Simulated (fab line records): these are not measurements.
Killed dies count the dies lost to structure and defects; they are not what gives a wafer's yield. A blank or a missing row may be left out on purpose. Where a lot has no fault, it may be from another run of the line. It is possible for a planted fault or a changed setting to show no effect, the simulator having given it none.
Split-lot trial	flow sky130	23 wafers read from 5 lots, route of 708 steps

SPLIT DETAILS
At SKY_SD_N_EXPOSE_04 (exposes mask NSDM, target cd 380 nm), the setting dose-mj was moved away from the recipe's 141 on 5 of the 23 wafers read, by -5.5% to -5.1%. This setting was run at the recipe's value on the other wafers.

FROM THE SPLIT TO THE READING: what the file shows between them, 2 steps
- SKY_SD_N_PEB_05
- SKY_SD_N_DEVELOP_06: develop time 60 s

THE READING
cd-nm, in nm, at SKY_SD_N_CD_MEAS_07 (target cd 380 nm). Fault-free wafers of this fab line usually give 379.3 nm, standard deviation 2.4 nm.

wafer	tool, chamber at the split	dose-mj as run	against the recipe	cd-nm, nm	against lot-mates on the recipe
L079.1	iline-stepper-02, 0	141	recipe	380.2	-
L079.2	iline-stepper-02, 0	141	recipe	380.7	-
L079.3	iline-stepper-02, 0	141	recipe	381.6	-
L079.4	iline-stepper-02, 0	141	recipe	381.9	-
L079.6	iline-stepper-02, 0	141	recipe	381.3	-
L080.1	iline-stepper-02, 0	141	recipe	378.4	-
L080.2	iline-stepper-02, 0	133.8	-5.1%	362.8	-15.9
L080.4	iline-stepper-02, 0	141	recipe	379.0	-
L080.5	iline-stepper-02, 0	133.8	-5.1%	363.7	-15.0
L080.6	iline-stepper-02, 0	141	recipe	378.6	-
L081.1	iline-stepper-02, 0	141	recipe	378.9	-
L081.2	iline-stepper-02, 0	141	recipe	378.5	-
L081.3	iline-stepper-02, 0	141	recipe	381.8	-
L084.2	iline-stepper-01, 0	133.3	-5.5%	363.0	-16.5
L084.3	iline-stepper-01, 0	133.3	-5.5%	363.3	-16.2
L084.4	iline-stepper-01, 0	133.3	-5.5%	363.8	-15.7
L084.5	iline-stepper-01, 0	141	recipe	377.9	-
L084.6	iline-stepper-01, 0	141	recipe	381.1	-
L085.1	iline-stepper-01, 0	141	recipe	382.3	-
L085.2	iline-stepper-01, 0	141	recipe	381.1	-
L085.3	iline-stepper-01, 0	141	recipe	382.9	-
L085.5	iline-stepper-01, 0	141	recipe	381.0	-
L085.6	iline-stepper-01, 0	141	recipe	380.0	-

FIT RESULTS
A straight line over all 23 wafers: cd-nm changes by +3.21 nm for each +1% of dose-mj; r = +0.98; the points scatter about the line by 1.4 nm.
The same after taking each lot's own level away (the mean of its wafers on the recipe; 23 wafers): +2.98 nm for each +1%; r = +0.99; scatter 0.97 nm.
That fit puts the effect of the largest move of dose-mj on the reading at 16 nm.
The span of the lots' own levels, 378.67 to 381.46 nm, comes to 1.2 times the standard deviation stated above.
The two slopes are in agreement: the lot-to-lot level therefore moves the slope only a little.
Check: -16.2 nm against its lot-mates is what the line predicts for one of the wafers moved furthest among these (-5.5%) when that wafer is left out of the fit. Against them it came out at -16.5 nm.

OTHER SPLITS APPLIED TO THESE WAFERS
Note: prior to the reading, these wafers also went through further splits. Each is held against what the fit with the lots' levels taken away leaves over:
other split on the same wafers	wafers away from the commonest value	r with cd-nm (lot level and that fit taken away)
SKY_LDD_LDN_IMPLANT_09 dose-cm2	7	-0.04
SKY_SD_P_DEVELOP_06 develop-time-s	7	-0.07
SKY_SD_P_IMPLANT_09 energy-kev	9	-0.24

THE FILE'S OWN FIT
cd-nm changes by +2.99 nm for each +1% of dose-mj, r = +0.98.
